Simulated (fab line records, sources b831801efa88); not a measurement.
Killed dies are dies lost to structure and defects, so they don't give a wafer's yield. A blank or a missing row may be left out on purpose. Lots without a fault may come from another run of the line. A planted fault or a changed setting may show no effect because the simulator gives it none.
Which tool did it? | flow gf180mcu | 13 lots, 39 wafers sampled, at 3 steps of a route of 602

WHAT THE GAUGES READ, wafer by wafer
GF_V1_CD_MEAS_14: target cd 260 nm.
lot  | measured     | on        | cd_nm (nm)
L789 | day 18 15:19 | cd_sem-01 | 259.2 259.8 259.6
L790 | day 19 01:06 | cd_sem-01 | 260.2 261.5 260.1
L791 | day 19 07:19 | cd_sem-01 | 258.4 257.6 258.0
L793 | day 20 06:51 | cd_sem-02 | 262.1 261.6 261.7
L795 | day 20 17:22 | cd_sem-02 | 261.5 261.9 261.7
L796 | day 21 06:29 | cd_sem-02 | 259.4 260.2 259.8
L797 | day 21 17:25 | cd_sem-02 | 260.8 260.6 260.5
L798 | day 22 01:31 | cd_sem-02 | 259.3 259.0 259.8
L801 | day 23 03:53 | cd_sem-01 | 258.8 258.9 258.3
L802 | day 23 16:29 | cd_sem-01 | 258.7 260.4 258.3
L804 | day 24 04:22 | cd_sem-02 | 259.8 260.5 261.0
L810 | day 25 18:54 | cd_sem-01 | 258.9 260.0 259.0
L811 | day 26 04:53 | cd_sem-01 | 260.4 259.2 260.0

GF_V1_RS_MEAS_24: measures by four-point-probe.
lot  | measured     | on            | V1_W_RS (ohm/sq)
L789 | day 18 16:21 | film_metro-03 | 0.327 0.332 0.321
L790 | day 19 02:08 | film_metro-03 | 0.332 0.336 0.325
L791 | day 19 08:20 | film_metro-01 | 0.323 0.326 0.324
L793 | day 20 07:53 | film_metro-01 | 0.325 0.327 0.330
L795 | day 20 18:24 | film_metro-02 | 0.326 0.330 0.326
L796 | day 21 07:31 | film_metro-01 | 0.328 0.332 0.330
L797 | day 21 18:27 | film_metro-01 | 0.327 0.331 0.333
L798 | day 22 02:33 | film_metro-01 | 0.335 0.328 0.327
L801 | day 23 04:57 | film_metro-02 | 0.327 0.338 0.332
L802 | day 23 17:32 | film_metro-02 | 0.336 0.333 0.334
L804 | day 24 05:25 | film_metro-02 | 0.336 0.323 0.330
L810 | day 25 19:56 | film_metro-02 | 0.327 0.327 0.330
L811 | day 26 06:01 | film_metro-02 | 0.334 0.325 0.325

WHICH TOOL RAN EACH LOT (tool, then ch and the chambers of the sampled wafers, then the start)
lot  | GF_V1_ETCH_16
L789 | rie_diel-02 ch 0,1,3, day 18 15:26
L790 | rie_diel-04 ch 0,1, day 19 01:14
L791 | rie_diel-01 ch 0,2, day 19 07:27
L793 | rie_diel-04 ch 1,2,3, day 20 06:59
L795 | rie_diel-01 ch 0,2, day 20 17:29
L796 | rie_diel-04 ch 1,2, day 21 06:38
L797 | rie_diel-01 ch 1,2, day 21 17:32
L798 | rie_diel-04 ch 1,2, day 22 01:38
L801 | rie_diel-01 ch 2,3, day 23 04:02
L802 | rie_diel-04 ch 0,2,3, day 23 16:38
L804 | rie_diel-01 ch 0,2, day 24 04:32
L810 | rie_diel-04 ch 0,2,3, day 25 19:04
L811 | rie_diel-04 ch 0,2,3, day 26 05:02
- GF_V1_ETCH_16: etches BARC in N2/H2.

WHAT THE TOOLS THEMSELVES READ (means of the sampled wafers that have a number; where no wafer has one, the mark that the record gives instead)
GF_V1_ETCH_16.
lot  | tool        | drypump_motor_current_A (A) | oes_product_au (a.u.) | rf_fwd_power_W (W) | throttle_valve_pct (%)
L789 | rie_diel-02 | 5.8                         | 0.860                 | 495.1              | 13.215
L790 | rie_diel-04 | 5.5                         | 0.853                 | 494.6              | 13.222
L791 | rie_diel-01 | 5.6                         | 0.855                 | 494.2              | 13.228
L793 | rie_diel-04 | 5.7                         | 0.853                 | 495.4              | 13.225
L795 | rie_diel-01 | 5.6                         | 0.856                 | 495.7              | 13.221
L796 | rie_diel-04 | 5.9                         | 0.852                 | 493.5              | 13.229
L797 | rie_diel-01 | 5.1                         | 0.860                 | 496.2              | 13.232
L798 | rie_diel-04 | 6.0                         | 0.859                 | 497.7              | 13.230
L801 | rie_diel-01 | 6.0                         | 0.849                 | 574.2              | 13.229
L802 | rie_diel-04 | 5.4                         | 0.855                 | 495.9              | 13.227
L804 | rie_diel-01 | 5.5                         | 0.854                 | 575.7              | 13.232
L810 | rie_diel-04 | 5.4                         | 0.852                 | 495.7              | 13.219
L811 | rie_diel-04 | 5.4                         | 0.852                 | 495.4              | 13.235

THE ANSWER, worked out from the rows above alone
Rule: what is usual is taken from the lots themselves. Put in order of their means at a reading, lots are off if they are a third of the lots or fewer, leave a main group of 4 or more, and stand apart from it by a gap of 3 or more times the standard deviation of the main group's means; of several such gaps the widest counts. A main group whose means are all the same, to the digits that the tables above print for the reading, isn't used. A lot without any number at a reading at which 4 lots or more have one is off too. The other lots that the step has rows for count as sound. The gauges are gone through in route order, then the tools' own readings, and for those a lot's mean is taken as printed above. The first step at which some lot is off is used, and at that step the reading that is off furthest; a lot without a number counts as furthest.
Off: L801, L804, at GF_V1_ETCH_16 (rf_fwd_power_W). The main group: mean 495.4 W, standard deviation 1.1.
A tool fits if, at that step or a process step before it, it ran every lot that is off, and no sound lot after the first of them. One fits: rie_diel-01 at GF_V1_ETCH_16. Its last sound lot is L797 (day 21 17:32), its first lot that is off L801 (day 23 04:02): a fault that began between those two fits.
The tool's own readings at GF_V1_ETCH_16 bear it out: on the lots that are off they differ by more than 5 times the standard deviation of the sound lots' means. rf_fwd_power_W reads 575.0 W there against 495.4 W on the sound lots.

WHAT THE SIMULATOR HAD PUT IN
Process parameter drift: rie_diel-01, from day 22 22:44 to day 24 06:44, at GF_V1_ETCH_16. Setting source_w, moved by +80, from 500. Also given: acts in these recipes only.
Lots struck among those shown: L801, L804. The rule above found the same.
